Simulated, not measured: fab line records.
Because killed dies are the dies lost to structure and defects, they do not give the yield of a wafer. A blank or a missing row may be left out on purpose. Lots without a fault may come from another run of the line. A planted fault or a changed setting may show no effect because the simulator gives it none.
Struck lot and sound lot, side by side ; flow sky130 ; 14 out of 708 route steps
Sound: these wafers, L763.2, L763.4, L763.5. Wafers struck: L758.1, L758.3, L758.6. Last of all comes the cause.
Each step with rows lists, per side, the tool, then ch with its chambers, then its first start. Under that, the readings that differ: sound wafers ; struck wafers ; difference of the means ; sigmas: that difference in standard deviations of wafers without a fault.
alike: readings with means less than 2 such deviations apart, plus words and numbers identical on both sides. not compared: withheld readings, readings lacking a value on some wafer, bounds such as >300 that could conceal the same value, and numbers that have no deviation in the record and whose values overlap.
The two part at a step that has a row with sigmas, a row that says differs or no value, or rows on one side only. Numbers that have no deviation but don't overlap get no sigmas and don't part them. Lack of a reading on every wafer of one side parts them only where that side has two or more wafers.

first, 1 step without rows for these wafers: SKY_METAL5_CLEAN_19 (cleans in O3/DIW).
SKY_PASSIVATION_CVD_00: deposits SiO2, target thk 90 nm.
  sound on pecvd-03 ch 0,1,2, day 49 07:06; struck on pecvd-03 ch 0,1,2, day 47 20:59
  alike: heater-power-w, susceptor-temp-C
SKY_PASSIVATION_THK_MEAS_01:
  sound on film-metro-04, day 49 07:08; struck on film-metro-01, day 47 21:01
  alike: PASSIVATION_CVD_00_THK
SKY_PASSIVATION_CVD_02: deposits Si3N4, target thk 540 nm.
  sound on pecvd-02 ch 0,1,2, day 49 07:11; struck on pecvd-01 ch 0,1,2, day 47 21:04
  alike: heater-power-w, susceptor-temp-C
SKY_PASSIVATION_THK_MEAS_03:
  sound on film-metro-03, day 49 07:25; struck on film-metro-01, day 47 21:17
  alike: PASSIVATION_CVD_02_THK
then, 7 steps without rows for these wafers: SKY_PASSIVATION_DEHYDRATE_04 (time 60 s); SKY_PASSIVATION_HMDS_05 (prime time 60 s); SKY_PASSIVATION_COAT_06 (resist thk 3000 nm); SKY_PASSIVATION_SOFTBAKE_07; SKY_PASSIVATION_EXPOSE_08 (exposes mask NSM, target cd 3000 nm); SKY_PASSIVATION_PEB_09; SKY_PASSIVATION_DEVELOP_10 (develop time 60 s).
SKY_PASSIVATION_ETCH_11: etches the open film in CF4/O2, stops on AlCu, target depth 725 nm, time 161.1 s.
  sound on rie-diel-02 ch 0,3, day 50 00:13; struck on rie-diel-02 ch 0,2, day 48 15:43
  no value came back on the struck wafers for any of 5 readings (O2_flow_sccm (sccm), bias-w (W) and others); on the sound wafers O2_flow_sccm (sccm) reads 9.957 10.003 9.965
reading;sound;struck;difference;sigmas
model.coat_of_PASSIVATION_COAT_06.thk-nm (nm);2519 2507 2500;3001 3009 2992;+492;
  not compared: rf-hours-counter-h
SKY_PASSIVATION_STRIP_12: strips in O2/N2.
  sound on plasma-asher-01 ch 0,1, day 50 00:20; struck on plasma-asher-02 ch 0, day 48 15:53
reading;sound;struck;difference;sigmas
strip-time-to-endpoint-s (s);31.57 31.41 31.33;36.97 37.05 36.87;+5.53;+43
  alike: drypump-motor-current-A, o2-flow-sccm, oes-product-au
  not compared: rf-hours-counter-h

WHERE THEY PART
First at SKY_PASSIVATION_ETCH_11; last, within this record, at SKY_PASSIVATION_STRIP_12.

WHY: what the simulator had put in
Beginning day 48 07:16, the whole step at SKY_PASSIVATION_ETCH_11 was skipped on rie-diel-02. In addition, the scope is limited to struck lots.
